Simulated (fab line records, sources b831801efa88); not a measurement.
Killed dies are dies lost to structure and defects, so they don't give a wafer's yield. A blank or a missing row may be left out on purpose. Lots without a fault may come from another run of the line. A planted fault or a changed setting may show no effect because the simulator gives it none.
Chamber matching | flow sfq_line | SFQ_TRILAYER_I6_CMP_CMP_166 on cmp-02: 4 sister chambers
The step polishes SiO2. 4 wafers are shown with their chamber, then 8 later ones without.

WAFERS WITH THEIR CHAMBER
wafer  | chamber | motor_current_A (A)
L690.2 | 0       | 9.0
L699.1 | 1       | 10.4
L701.3 | 3       | 12.2
L705.2 | 2       | 9.9

WAFERS WITHOUT THEIR CHAMBER
wafer  | motor_current_A (A)
L705.3 | 10.4
L705.4 | 9.2
L706.3 | 8.6
L706.5 | 9.2
L706.6 | 10.3
L710.3 | 10.9
L710.4 | 10.5
L710.5 | 10.3

WHICH CHAMBER EACH WENT THROUGH
wafer  | from the rows above     | in truth
L705.3 | can't be placed: 1 or 2 | 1
L705.4 | can't be placed: 0 or 2 | 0
L706.3 | 0                       | 0
L706.5 | can't be placed: 0 or 2 | 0
L706.6 | can't be placed: 1 or 2 | 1
L710.3 | can't be placed: 1 or 2 | 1
L710.4 | can't be placed: 1 or 2 | 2
L710.5 | can't be placed: 1 or 2 | 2
Placed correctly: 1 of 8. Can't be placed from these rows: 7 (the true chamber is among the candidates in 7). Placed wrongly: 0.
How it was worked out, from the rows above alone: a wafer's distance from a chamber is the root of the sum, over the readings, of the square of ((its reading less the chamber's mean) divided by the reading's scatter). The wafer belongs to the nearest chamber; if the next one is less than 2 further off, it can't be placed. A chamber's mean is the mean of its shown wafers. The scatter: with one shown wafer a chamber, the root of the mean of the squares of how far each hidden wafer lies from its nearest shown one.
